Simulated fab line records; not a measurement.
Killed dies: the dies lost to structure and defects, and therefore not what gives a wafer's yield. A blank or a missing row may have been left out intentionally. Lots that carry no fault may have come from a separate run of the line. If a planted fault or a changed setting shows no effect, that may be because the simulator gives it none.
What tool caused it? ; flow gf180mcu ; 11 lots (33 wafers sampled), 1 step of a 602-step route

== WHAT THE GAUGES SHOWED, per wafer ==
GF_M4_THK_MEAS_06: measures by xrf.
lot;measured;on;M4_ALCU_THK (nm)
L213;day 22 15:08;film_metro-04;436 441 437
L215;day 23 14:44;film_metro-04;437 436 439
L217;day 24 02:29;film_metro-03;439 443 438
L218;day 24 22:20;film_metro-03;425 437 438
L219;day 25 01:43;film_metro-04;441 443 438
L220;day 25 07:43;film_metro-04;441 442 442
L223;day 26 06:11;film_metro-03;433 440 432
L224;day 26 11:50;film_metro-02;439 437 444
L232;day 28 21:43;film_metro-03;446 447 451
L234;day 29 09:30;film_metro-03;445 446 446
L236;day 29 22:25;film_metro-04;445 436 448

== TOOL THAT RAN EACH LOT (tool first, then ch and the chambers of the sampled wafers, then the start) ==
There is no process step in the record ahead of these readings.

== THE ANSWER, worked out from the rows above alone ==
Rule: usual is defined by the lots themselves. The widest of any qualifying gaps counts: lots, ordered by their means at a reading, are off when they make up no more than a third of the lots, leave a main group of 4 or more, and stand apart from it by 3 or more times the standard deviation of that group's means. A main group whose means are all the same, to the digits that the tables above print for the reading, isn't used. Also off: a lot with no number at a reading for which 4 or more lots have one. Where the step has rows for the other lots, those lots are counted as sound.
Across all readings shown, no lot is off: no conclusion can be drawn from this.

== WHAT WAS PUT IN BY THE SIMULATOR ==
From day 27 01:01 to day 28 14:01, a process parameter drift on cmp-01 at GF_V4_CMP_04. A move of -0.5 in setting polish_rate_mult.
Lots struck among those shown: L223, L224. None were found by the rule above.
